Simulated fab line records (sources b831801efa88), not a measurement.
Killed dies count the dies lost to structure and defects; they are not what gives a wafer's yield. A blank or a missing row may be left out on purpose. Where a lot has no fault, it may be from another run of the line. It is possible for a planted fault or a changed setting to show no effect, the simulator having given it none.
Split-lot experiment -- flow sky130 -- 23 wafers read from 5 lots, route of 708 steps

SPLIT DETAILS
At SKY_SONOS_ONO_CVD_04 (deposits SiO2 from SiH4/N2O, target thk 5.7199 nm), the setting timeS was moved away from the recipe's 900 s on 15 of the 23 wafers read, by -10.3% to +7.7%. The other wafers ran this setting at the recipe's value.

No step appears in the file between the split and the reading.

THE READING
Values of SONOS_ONO_CVD_04_THK in nm from SKY_SONOS_ONO_THK_MEAS_05. Typical for fault-free wafers on this fab line: 5.65 nm, with standard deviation 0.1 nm.

wafer,"tool, chamber at the split","timeS as run, s",against the recipe,"SONOS_ONO_CVD_04_THK, nm",against lot-mates on the recipe
L074.1,"-, -",807.3,-10.3%,5.03,no lot-mate on the recipe
L074.3,"-, -",807.3,-10.3%,5.08,no lot-mate on the recipe
L074.4,"-, -",807.3,-10.3%,5.06,no lot-mate on the recipe
L074.5,"-, -",807.3,-10.3%,5.11,no lot-mate on the recipe
L074.6,"-, -",807.3,-10.3%,5.11,no lot-mate on the recipe
L075.1,"lpcvd-03, 0",900,recipe,5.76,-
L075.3,"lpcvd-03, 0",900,recipe,5.61,-
L075.4,"lpcvd-03, 0",900,recipe,5.75,-
L079.1,"-, -",969.6,+7.7%,6.06,no lot-mate on the recipe
L079.2,"-, -",969.6,+7.7%,6.05,no lot-mate on the recipe
L079.4,"-, -",969.6,+7.7%,6.02,no lot-mate on the recipe
L079.5,"-, -",969.6,+7.7%,6.09,no lot-mate on the recipe
L079.6,"-, -",969.6,+7.7%,6.16,no lot-mate on the recipe
L082.2,"-, -",941.1,+4.6%,5.91,no lot-mate on the recipe
L082.3,"-, -",941.1,+4.6%,5.87,no lot-mate on the recipe
L082.4,"-, -",941.1,+4.6%,6.11,no lot-mate on the recipe
L082.5,"-, -",941.1,+4.6%,5.98,no lot-mate on the recipe
L082.6,"-, -",941.1,+4.6%,5.90,no lot-mate on the recipe
L084.1,"-, -",900,recipe,5.61,-
L084.2,"-, -",900,recipe,5.60,-
L084.3,"-, -",900,recipe,5.57,-
L084.5,"-, -",900,recipe,5.56,-
L084.6,"-, -",900,recipe,5.54,-

FIT RESULTS
A straight line over all 23 wafers: SONOS_ONO_CVD_04_THK changes by +0.0566 nm for each +1% of timeS; r = +0.98; the points scatter about the line by 0.075 nm.
Too few moved wafers with a lot-mate on the recipe to fit a line net of each lot's own level.

THE WHOLE CHAIN: every reading that the file lists as answering this split, in the file's order
step,what it does,reading,change (the file's fit),r (the file's)
SKY_SONOS_ONO_CVD_04,"deposits SiO2 from SiH4/N2O, target thk 5.7199 nm","SiO2_of_SONOS_ONO_CVD_04.thkNm (the simulator's own value, which no gauge read)",+0.0559 nm for each +1% of the setting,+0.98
SKY_SONOS_ONO_THK_MEAS_05,,SONOS_ONO_CVD_04_THK,+0.0567 for each +1% of the setting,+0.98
SKY_GATE_OXIDE_CLEAN_00,"cleans in SC1/SC2, time 150 s","SiO2_of_SONOS_ONO_CVD_04.thkNm (the simulator's own value, which no gauge read)",+0.0567 nm for each +1% of the setting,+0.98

THE FILE'S OWN FIT
SONOS_ONO_CVD_04_THK changes by +0.0567 nm for each +1% of timeS, r = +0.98.
